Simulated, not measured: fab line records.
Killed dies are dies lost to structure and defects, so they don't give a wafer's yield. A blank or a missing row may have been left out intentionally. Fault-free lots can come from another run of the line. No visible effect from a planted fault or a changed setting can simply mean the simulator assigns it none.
fab line records	flow sky130
record lots=24	wafers=72	last_day=50
route steps=708 shown VIA1@480 METAL2@499 VIA2@509 CAPM@538
lots that met no fault: taken from a fault-free run of the same line
start_h: start of the lot's first displayed wafer, in hours after the record's first day	wait_h: time in hours since the lot's previous step	" the same as in the row above	L1.1+2: one row covering several wafers at once	- value missing, or start not given	* or withheld: withheld	< > ~ a bound
route shown NAME@n: a module of which the file shows steps, and the number in the route of the first	usual: mean/standard deviation taken from wafers without a fault	same: alike in all rows	chamber/n: place in a boat	sites: readings site by site	_std_site: the values' standard deviation	_edge_site: the outer-site mean with the inner-site mean subtracted	radius_mm: for every site, how far away it sits from the centre of the wafer	mask NAME#n: copy n	behind: the most recent tool/chamber to have shaped the wafer	hold: what put the lot on hold/how long, in hours/how the hold closed	device: the transistor (n, p or np) that didn't switch	end of line: the route-end tests of the same wafers	step lacking rows: just its recipe	killed: at the first sort, the dies lost to defects and structure; wafer yield is something else	map: a wafer's dies, x killed, . not, _ none there
set.NAME: the setting that was run; set.NAME@STEP: the one run at that earlier step	model.NAME: the simulator's own value behind a step, which no gauge read
a sample of lots followed through the steps of the route, with each step as a table and each wafer as a row
services: a tool's chamber out of use, with start hour (start_h, from the record's first day; less than 0 if before it), hours out, and reason
## steps
# step SKY_VIA1_RS_MEAS_22
# recipe thk_meas_gauge=four-point-probe	reads=W_of_VIA1_CVD_21+TiN_of_VIA1_SPUTTER_20
# usual VIA1_W_RS=0.425/0.0049
lot.wafer	tool	chamber	start_h	wait_h	VIA1_W_RS[ohm/sq]
L074.1	film_metro-02	-	808.44	0.1	0.422
L074.3	"	-	"	"	0.417
L074.6	"	-	"	"	0.427
L075.1	film_metro-01	-	814.74	0.1	0.420
L075.2	"	-	"	"	0.426
L075.3	"	-	"	"	0.428
L076.2	film_metro-01	-	822.05	0.1	0.415
L076.3	"	-	"	"	0.413
L076.4	"	-	"	"	0.421
L077.1	film_metro-04	-	826.86	0.1	0.430
L077.4	"	-	"	"	0.426
L077.5	"	-	"	"	0.428
L078.1	film_metro-04	-	839.37	0.1	0.421
L078.2	"	-	"	"	0.418
L078.3	"	-	"	"	0.415
L079.2	film_metro-02	-	845.09	0.1	0.421
L079.5	"	-	"	"	0.423
L079.6	"	-	"	"	0.424
L080.3	film_metro-01	-	853.86	0.1	0.428
L080.4	"	-	"	"	0.417
L080.6	"	-	"	"	0.420
L081.2	film_metro-01	-	869.45	0.1	0.425
L081.4	"	-	"	"	0.421
L081.5	"	-	"	"	0.425
L082.1	film_metro-02	-	889.67	0.1	0.426
L082.2	"	-	"	"	0.419
L082.4	"	-	"	"	0.421
L083.1	film_metro-01	-	891.34	0.1	0.421
L083.4	"	-	"	"	0.426
L083.6	"	-	"	"	0.431
L084.1	film_metro-02	-	895.79	0.2	0.419
L084.2	"	-	"	"	0.422
L084.3	"	-	"	"	0.414
L085.1	film_metro-01	-	902.15	0.1	0.431
L085.5	"	-	"	"	0.430
L085.6	"	-	"	"	0.430
L086.1	film_metro-02	-	902.20	0.1	0.424
L086.5	"	-	"	"	0.427
L086.6	"	-	"	"	0.429
L087.4	film_metro-01	-	904.90	0.1	0.425
L087.5	"	-	"	"	0.427
L087.6	"	-	"	"	0.429
L088.3	film_metro-04	-	916.55	0.1	0.430
L088.5	"	-	"	"	0.430
L088.6	"	-	"	"	0.429
L089.2	film_metro-04	-	921.23	0.1	0.429
L089.3	"	-	"	"	0.424
L089.5	"	-	"	"	0.429
L090.2	film_metro-04	-	926.84	0.1	0.431
L090.3	"	-	"	"	0.426
L090.5	"	-	"	"	0.431
L091.2	film_metro-04	-	933.38	0.1	0.427
L091.3	"	-	"	"	0.423
L091.4	"	-	"	"	0.426
L093.1	film_metro-01	-	940.57	0.1	0.426
L093.3	"	-	"	"	0.426
L093.6	"	-	"	"	0.428
L092.3	film_metro-01	-	947.91	0.1	0.424
L092.4	"	-	"	"	0.423
L092.5	"	-	"	"	0.427
L094.1	film_metro-04	-	955.10	0.1	0.427
L094.2	"	-	"	"	0.431
L094.4	"	-	"	"	0.428
L095.1	film_metro-04	-	961.00	0.1	0.428
L095.2	"	-	"	"	0.422
L095.5	"	-	"	"	0.421
L096.2	film_metro-04	-	964.49	0.1	0.420
L096.3	"	-	"	"	0.420
L096.5	"	-	"	"	0.423
L097.1	film_metro-02	-	970.71	0.1	0.426
L097.4	"	-	"	"	0.422
L097.5	"	-	"	"	0.426
# step SKY_METAL2_OVL_MEAS_16
# usual METAL2_OVL=-3/5.9
lot.wafer	tool	chamber	start_h	wait_h	METAL2_OVL[nm]
L074.1	overlay-01	-	835.39	0.1	-1
L074.3	"	-	"	"	-12
L074.6	"	-	"	"	-4
L075.1	overlay-01	-	842.02	0.1	-3
L075.2	"	-	"	"	-6
L075.3	"	-	"	"	-11
L076.2	overlay-01	-	849.45	0.1	-3
L076.3	"	-	"	"	0
L076.4	"	-	"	"	-13
L077.1	overlay-01	-	854.22	0.1	-6
L077.4	"	-	"	"	4
L077.5	"	-	"	"	8
L078.1	overlay-02	-	866.14	0.1	-10
L078.2	"	-	"	"	-1
L078.3	"	-	"	"	-5
L079.2	overlay-01	-	871.92	0.1	-11
L079.5	"	-	"	"	-6
L079.6	"	-	"	"	-11
L080.3	overlay-01	-	880.98	0.1	-9
L080.4	"	-	"	"	-6
L080.6	"	-	"	"	-6
L081.2	overlay-01	-	896.40	0.1	-4
L081.4	"	-	"	"	-9
L081.5	"	-	"	"	-9
L082.1	overlay-01	-	916.79	0.1	2
L082.2	"	-	"	"	4
L082.4	"	-	"	"	7
L083.1	overlay-02	-	918.14	0.1	-22
L083.4	"	-	"	"	-14
L083.6	"	-	"	"	-13
L084.1	overlay-02	-	921.52	0.1	7
L084.2	"	-	"	"	4
L084.3	"	-	"	"	1
L085.1	overlay-02	-	928.22	0.1	-8
L085.5	"	-	"	"	-3
L085.6	"	-	"	"	-7
L086.1	overlay-01	-	928.62	0.1	-6
L086.5	"	-	"	"	-2
L086.6	"	-	"	"	-7
L087.4	overlay-02	-	930.41	0.1	-5
L087.5	"	-	"	"	-4
L087.6	"	-	"	"	-14
L088.3	overlay-02	-	942.91	0.1	3
L088.5	"	-	"	"	4
L088.6	"	-	"	"	3
L089.2	overlay-01	-	947.52	0.1	-1
L089.3	"	-	"	"	-10
L089.5	"	-	"	"	-1
L090.2	overlay-02	-	952.62	0.1	4
L090.3	"	-	"	"	-5
L090.5	"	-	"	"	-8
L091.2	overlay-01	-	958.85	0.1	9
L091.3	"	-	"	"	0
L091.4	"	-	"	"	-8
L093.1	overlay-02	-	965.37	0.1	3
L093.3	"	-	"	"	-2
L093.6	"	-	"	"	4
L092.3	overlay-01	-	972.98	0.1	0
L092.4	"	-	"	"	-5
L092.5	"	-	"	"	1
L094.1	overlay-01	-	979.54	0.1	0
L094.2	"	-	"	"	1
L094.4	"	-	"	"	-6
L095.1	overlay-01	-	985.42	0.1	-9
L095.2	"	-	"	"	-12
L095.5	"	-	"	"	-8
L096.2	overlay-02	-	989.75	0.1	-3
L096.3	"	-	"	"	-2
L096.5	"	-	"	"	5
L097.1	overlay-01	-	995.22	0.1	2
L097.4	"	-	"	"	5
L097.5	"	-	"	"	-3
# step SKY_METAL2_DESCUM_17
# recipe chemistry=O2	source_power_w=150	bias_power_w=0	pressure_mtorr=10	temp_c=40	time_s=8
# usual drypump_motor_current_A=5.8/0.4	he_backside_leak_sccm=3.35/0.18	oes_product_au=1.000/0.0086
# same bias_power_w=0
lot.wafer	tool	chamber	start_h	wait_h	drypump_motor_current_A	he_backside_leak_sccm	oes_product_au	rf_hours_counter_h
L074.1	rie_metal-03	0	835.43	0.0	5.6	3.29	0.998	5
L074.3	"	1	"	"	6.0	3.15	1.001	-
L074.6	"	1	"	"	6.0	3.33	1.003	-
L075.1	rie_metal-02	0	842.05	0.0	6.0	3.36	1.005	1
L075.2	"	1	"	"	6.3	3.07	1.011	18
L075.3	"	0	"	"	6.0	3.51	1.004	-
L076.2	rie_metal-03	1	849.48	0.0	6.0	3.28	1.012	2
L076.3	"	1	"	"	6.0	3.41	1.007	-
L076.4	"	0	"	"	5.6	3.32	0.995	-
L077.1	rie_metal-02	1	854.25	0.0	6.3	3.40	0.991	18
L077.4	"	1	"	"	6.4	3.17	1.004	-
L077.5	"	0	"	"	6.0	3.38	1.008	-
L078.1	rie_metal-02	1	866.18	0.0	6.3	3.24	0.995	19
L078.2	"	0	"	"	6.0	3.47	1.009	2
L078.3	"	0	"	"	6.0	3.58	1.004	-
L079.2	rie_metal-01	1	871.96	0.0	5.1	3.33	1.002	-
L079.5	"	1	"	"	5.1	3.45	1.008	-
L079.6	"	1	"	"	5.1	3.29	1.000	-
L080.3	rie_metal-02	0	881.03	0.0	6.0	3.38	1.003	-
L080.4	"	0	"	"	6.0	3.54	1.008	-
L080.6	"	0	"	"	6.0	3.27	1.009	-
L081.2	rie_metal-01	1	896.44	0.0	5.1	3.23	0.997	-
L081.4	"	1	"	"	5.1	3.22	0.997	-
L081.5	"	1	"	"	5.1	3.18	0.999	-
L082.1	rie_metal-03	0	916.83	0.0	5.6	3.30	1.000	8
L082.2	"	1	"	"	6.0	3.22	0.986	5
L082.4	"	0	"	"	5.6	3.28	0.992	-
L083.1	rie_metal-03	0	918.18	0.0	5.6	3.32	0.988	9
L083.4	"	0	"	"	5.6	3.39	0.988	-
L083.6	"	1	"	"	6.1	3.44	1.009	-
L084.1	rie_metal-01	0	921.55	0.0	5.6	3.62	0.990	8
L084.2	"	1	"	"	5.1	3.23	0.999	21
L084.3	"	0	"	"	5.6	3.68	0.997	-
L085.1	rie_metal-03	0	928.25	0.0	5.6	3.34	0.988	9
L085.5	"	0	"	"	5.6	3.50	0.989	-
L085.6	"	1	"	"	6.0	3.27	0.996	-
L086.1	rie_metal-01	1	928.65	0.0	5.1	3.19	0.995	21
L086.5	"	1	"	"	5.1	3.32	1.003	-
L086.6	"	0	"	"	5.6	3.32	0.997	-
L087.4	rie_metal-02	0	930.44	0.0	6.0	3.62	1.003	-
L087.5	"	1	"	"	6.3	2.92	0.994	-
L087.6	"	0	"	"	6.0	3.53	0.998	-
L088.3	rie_metal-03	1	942.94	0.0	6.0	3.39	0.990	-
L088.5	"	1	"	"	6.0	3.32	0.988	-
L088.6	"	0	"	"	5.6	3.34	0.986	-
L089.2	rie_metal-02	0	947.55	0.0	6.0	3.50	1.009	7
L089.3	"	1	"	"	6.3	3.41	1.005	-
L089.5	"	0	"	"	6.0	3.38	1.008	-
L090.2	rie_metal-03	1	952.65	0.0	6.0	3.33	1.012	7
L090.3	"	1	"	"	6.0	3.39	1.014	-
L090.5	"	1	"	"	6.0	3.28	1.007	-
L091.2	rie_metal-02	1	958.88	0.0	6.3	3.33	1.006	3
L091.3	"	0	"	"	6.0	3.27	1.006	-
L091.4	"	1	"	"	6.3	3.27	0.988	-
L093.1	rie_metal-02	0	965.40	0.0	6.0	3.32	1.011	8
L093.3	"	0	"	"	6.0	3.57	1.000	-
L093.6	"	0	"	"	6.0	3.45	1.017	-
L092.3	rie_metal-01	0	973.01	0.0	5.6	3.23	1.000	-
L092.4	"	1	"	"	5.1	3.25	0.986	-
L092.5	"	1	"	"	5.1	3.15	0.985	-
L094.1	rie_metal-02	1	979.58	0.0	6.3	3.17	0.996	4
L094.2	"	0	"	"	6.0	3.59	1.004	8
L094.4	"	0	"	"	6.0	3.60	1.008	-
L095.1	rie_metal-01	1	985.45	0.0	5.1	3.25	0.990	2
L095.2	"	0	"	"	5.6	3.50	0.996	13
L095.5	"	1	"	"	5.1	3.23	0.991	-
L096.2	rie_metal-02	0	989.78	0.0	6.0	3.49	1.007	8
L096.3	"	1	"	"	6.3	3.24	0.991	-
L096.5	"	0	"	"	6.0	3.49	0.999	-
L097.1	rie_metal-02	1	995.26	0.0	6.3	3.54	0.991	5
L097.4	"	1	"	"	6.3	3.54	1.000	-
L097.5	"	0	"	"	6.0	3.38	1.007	-
# step SKY_VIA2_CMP_02
# recipe material=SiO2	down_force_psi=4	platen_rpm=60	pad_velocity_m_s=0.94248
# usual motor_current_A=11.3/1.2
lot.wafer	tool	chamber	start_h	wait_h	motor_current_A
L074.3	cmp-01	0	836.44	0.1	10.0
L074.1	"	2	"	"	12.1
L074.6	"	3	"	"	10.1
L075.3	cmp-01	0	843.21	0.2	9.6
L075.2	"	1	"	"	11.7
L075.1	"	2	"	"	12.0
L076.4	cmp-01	0	850.48	0.0	9.7
L076.3	"	1	"	"	11.5
L076.2	"	3	"	"	10.3
L077.4	cmp-02	3	855.28	0.0	11.7
L077.1	"	1	"	"	10.3
L077.5	"	3	"	"	11.7
L078.2	cmp-01	2	867.18	0.0	12.1
L078.1	"	3	"	"	10.4
L078.3	"	1	"	"	11.8
L079.2	cmp-02	0	873.22	0.1	12.0
L079.6	"	3	"	"	12.3
L079.5	"	0	"	"	11.9
L080.4	cmp-01	2	882.20	0.1	11.3
L080.3	"	0	"	"	10.0
L080.6	"	2	"	"	11.5
L081.2	cmp-01	0	897.70	0.1	9.7
L081.4	"	1	"	"	11.9
L081.5	"	0	"	"	10.0
L082.2	cmp-01	1	917.79	0.0	11.9
L082.4	"	2	"	"	12.3
L082.1	"	3	"	"	10.4
L083.4	cmp-01	1	919.23	0.1	11.2
L083.1	"	0	"	"	10.5
L083.6	"	2	"	"	11.5
L084.1	cmp-02	2	922.52	0.1	13.9
L084.3	"	0	"	"	12.7
L084.2	"	1	"	"	10.4
L085.1	cmp-01	3	929.31	0.1	10.6
L085.5	"	3	"	"	10.5
L085.6	"	0	"	"	9.9
L086.1	cmp-02	2	929.73	0.1	14.3
L086.6	"	0	"	"	12.3
L086.5	"	1	"	"	9.7
L087.4	cmp-01	0	931.45	0.1	9.6
L087.5	"	3	"	"	10.1
L087.6	"	0	"	"	9.7
L088.3	cmp-02	0	943.90	0.0	12.8
L088.6	"	0	"	"	12.1
L088.5	"	1	"	"	10.0
L089.3	cmp-01	3	948.57	0.1	10.5
L089.2	"	1	"	"	11.7
L089.5	"	2	"	"	12.0
L090.3	cmp-01	1	953.62	0.0	10.8
L090.2	"	2	"	"	11.8
L090.5	"	1	"	"	11.3
L091.4	cmp-02	2	959.88	0.0	14.7
L091.2	"	3	"	"	11.5
L091.3	"	1	"	"	9.7
L093.3	cmp-01	3	966.47	0.1	10.4
L093.1	"	0	"	"	10.4
L093.6	"	2	"	"	12.2
L092.4	cmp-02	3	973.97	0.0	11.3
L092.3	"	1	"	"	10.1
L092.5	"	3	"	"	11.8
L094.2	cmp-02	3	980.59	0.0	11.6
L094.1	"	0	"	"	11.7
L094.4	"	2	"	"	14.3
L095.1	cmp-01	3	986.59	0.2	10.4
L095.2	"	0	"	"	9.5
L095.5	"	2	"	"	11.9
L096.2	cmp-01	0	990.88	0.1	9.7
L096.3	"	1	"	"	11.6
L096.5	"	3	"	"	10.4
L097.4	cmp-01	1	996.22	0.0	11.8
L097.1	"	3	"	"	10.5
L097.5	"	1	"	"	11.9
# step SKY_CAPM_THK_MEAS_01
# recipe reads=SiO2_of_CAPM_CVD_00
# usual CAPM_CVD_00_THK=15.44/0.23
lot.wafer	tool	chamber	start_h	wait_h	CAPM_CVD_00_THK[nm]
L074.1	film_metro-03	-	864.88	-	15.77
L074.3	"	-	"	"	15.52
L074.6	"	-	"	"	15.68
L075.1	film_metro-03	-	871.78	-	15.28
L075.2	"	-	"	"	15.24
L075.3	"	-	"	"	15.51
L076.2	film_metro-03	-	879.11	-	15.67
L076.3	"	-	"	"	15.51
L076.4	"	-	"	"	15.76
L077.1	film_metro-01	-	883.10	-	15.25
L077.4	"	-	"	"	15.41
L077.5	"	-	"	"	15.46
L078.1	film_metro-03	-	894.83	-	15.67
L078.2	"	-	"	"	15.54
L078.3	"	-	"	"	15.54
L079.2	film_metro-03	-	901.47	-	15.55
L079.5	"	-	"	"	15.49
L079.6	"	-	"	"	15.55
L080.3	film_metro-04	-	909.99	-	15.17
L080.4	"	-	"	"	15.22
L080.6	"	-	"	"	15.48
L081.2	film_metro-03	-	925.14	-	15.12
L081.4	"	-	"	"	15.20
L081.5	"	-	"	"	15.43
L082.1	film_metro-04	-	945.33	-	15.45
L082.2	"	-	"	"	15.56
L082.4	"	-	"	"	15.69
L083.1	film_metro-04	-	946.68	-	15.35
L083.4	"	-	"	"	15.64
L083.6	"	-	"	"	15.40
L084.1	film_metro-04	-	950.11	-	15.19
L084.2	"	-	"	"	15.37
L084.3	"	-	"	"	15.35
L085.1	film_metro-04	-	956.70	-	14.99
L085.5	"	-	"	"	15.16
L085.6	"	-	"	"	15.60
L086.1	film_metro-03	-	957.09	-	15.33
L086.5	"	-	"	"	15.67
L086.6	"	-	"	"	15.52
L087.4	film_metro-04	-	958.03	-	15.67
L087.5	"	-	"	"	15.85
L087.6	"	-	"	"	15.71
L088.3	film_metro-03	-	970.01	-	15.49
L088.5	"	-	"	"	15.27
L088.6	"	-	"	"	15.53
L089.2	film_metro-03	-	974.92	-	14.99
L089.3	"	-	"	"	15.29
L089.5	"	-	"	"	15.50
L090.2	film_metro-03	-	979.62	-	15.33
L090.3	"	-	"	"	15.38
L090.5	"	-	"	"	15.32
L091.2	film_metro-03	-	986.12	-	15.45
L091.3	"	-	"	"	15.44
L091.4	"	-	"	"	15.49
L093.1	film_metro-04	-	992.30	-	15.17
L093.3	"	-	"	"	15.36
L093.6	"	-	"	"	15.50
L092.3	film_metro-03	-	999.72	-	15.30
L092.4	"	-	"	"	15.64
L092.5	"	-	"	"	15.68
L094.1	film_metro-01	-	1007.67	-	15.21
L094.2	"	-	"	"	15.56
L094.4	"	-	"	"	15.68
L095.1	film_metro-04	-	1013.27	-	15.36
L095.2	"	-	"	"	15.82
L095.5	"	-	"	"	16.08
L096.2	film_metro-04	-	1016.32	-	15.11
L096.3	"	-	"	"	15.43
L096.5	"	-	"	"	15.46
L097.1	film_metro-03	-	1021.86	-	14.94
L097.4	"	-	"	"	15.24
L097.5	"	-	"	"	15.16
# step SKY_CAPM_OVL_MEAS_12
# usual CAPM_OVL=0.1/1.4
lot.wafer	tool	chamber	start_h	wait_h	CAPM_OVL[nm]
L074.1	overlay-02	-	891.00	0.1	1.6
L074.3	"	-	"	"	2.1
L074.6	"	-	"	"	-0.3
L075.1	overlay-02	-	897.60	0.1	1.1
L075.2	"	-	"	"	2.7
L075.3	"	-	"	"	2.4
L076.2	overlay-02	-	905.20	0.1	0.3
L076.3	"	-	"	"	-0.7
L076.4	"	-	"	"	-0.8
L077.1	overlay-02	-	909.30	0.1	0.5
L077.4	"	-	"	"	-3.1
L077.5	"	-	"	"	1.0
L078.1	overlay-02	-	920.40	0.1	-2.2
L078.2	"	-	"	"	-0.4
L078.3	"	-	"	"	0.7
L079.2	overlay-02	-	926.74	0.1	-0.3
L079.5	"	-	"	"	-2.3
L079.6	"	-	"	"	-1.7
L080.3	overlay-01	-	936.01	0.1	0.4
L080.4	"	-	"	"	-0.5
L080.6	"	-	"	"	-0.3
L081.2	overlay-02	-	950.69	0.1	-1.7
L081.4	"	-	"	"	-2.8
L081.5	"	-	"	"	0.4
L082.1	overlay-02	-	969.48	0.1	-0.8
L082.2	"	-	"	"	-0.1
L082.4	"	-	"	"	-2.0
L083.1	overlay-02	-	970.45	0.1	0.0
L083.4	"	-	"	"	1.4
L083.6	"	-	"	"	0.3
L084.1	overlay-01	-	974.60	0.1	1.1
L084.2	"	-	"	"	0.9
L084.3	"	-	"	"	0.4
L085.1	overlay-01	-	980.93	0.1	1.9
L085.5	"	-	"	"	1.1
L085.6	"	-	"	"	2.5
L086.1	overlay-02	-	981.23	0.1	-2.5
L086.5	"	-	"	"	0.0
L086.6	"	-	"	"	-0.2
L087.4	overlay-02	-	982.22	0.1	-0.6
L087.5	"	-	"	"	-2.9
L087.6	"	-	"	"	0.1
L088.3	overlay-01	-	994.34	0.1	-1.8
L088.5	"	-	"	"	-1.8
L088.6	"	-	"	"	1.0
L089.2	overlay-01	-	998.75	0.1	-0.5
L089.3	"	-	"	"	-1.4
L089.5	"	-	"	"	-0.5
L090.2	overlay-02	-	1003.70	0.1	-1.2
L090.3	"	-	"	"	-0.7
L090.5	"	-	"	"	-0.3
L091.2	overlay-02	-	1009.69	0.1	-0.8
L091.3	"	-	"	"	2.5
L091.4	"	-	"	"	0.5
L093.1	overlay-01	-	1016.58	0.1	2.6
L093.3	"	-	"	"	4.6
L093.6	"	-	"	"	1.4
L092.3	overlay-01	-	1022.76	0.1	-0.3
L092.4	"	-	"	"	-0.2
L092.5	"	-	"	"	-0.4
L094.1	overlay-02	-	1031.30	0.1	-1.0
L094.2	"	-	"	"	-0.1
L094.4	"	-	"	"	1.9
L095.1	overlay-01	-	1036.65	0.1	-2.4
L095.2	"	-	"	"	-0.6
L095.5	"	-	"	"	-1.4
L096.2	overlay-01	-	1039.86	0.1	1.2
L096.3	"	-	"	"	-0.5
L096.5	"	-	"	"	-1.5
L097.1	overlay-02	-	1043.90	0.1	-0.1
L097.4	"	-	"	"	1.7
L097.5	"	-	"	"	0.1
## services
tool	chamber	start_h	hours	kind
cmp-01	-	820.14	0.9	repair
cmp-01	-	820.98	0.3	repair
cmp-01	-	839.81	2.3	repair
cmp-02	-	842.43	0.9	repair
rie_metal-01	0	856.01	57.2	repair
cmp-01	-	856.67	0.2	repair
cmp-01	-	858.48	1.2	repair
rie_metal-01	1	861.02	3.1	repair
cmp-02	-	865.20	0.8	repair
rie_metal-02	1	879.27	-	clean
rie_metal-02	1	879.27	30.8	scheduled_down
rie_metal-02	1	879.27	30.8	vent_cycle
cmp-01	-	902.00	2.3	repair
cmp-02	-	909.80	6.0	pm
cmp-02	-	915.81	4.0	pm
cmp-02	-	919.81	-	consumable_replace:conditioner
cmp-02	-	919.81	-	consumable_replace:pad
rie_metal-01	1	935.49	-	clean
rie_metal-01	1	935.49	11.9	scheduled_down
rie_metal-01	1	935.49	11.9	vent_cycle
rie_metal-02	0	969.77	6.8	repair
rie_metal-03	-	977.13	14.6	pm
cmp-02	-	984.72	4.3	pm
rie_metal-01	-	996.34	1.4	pm
## key
fault none
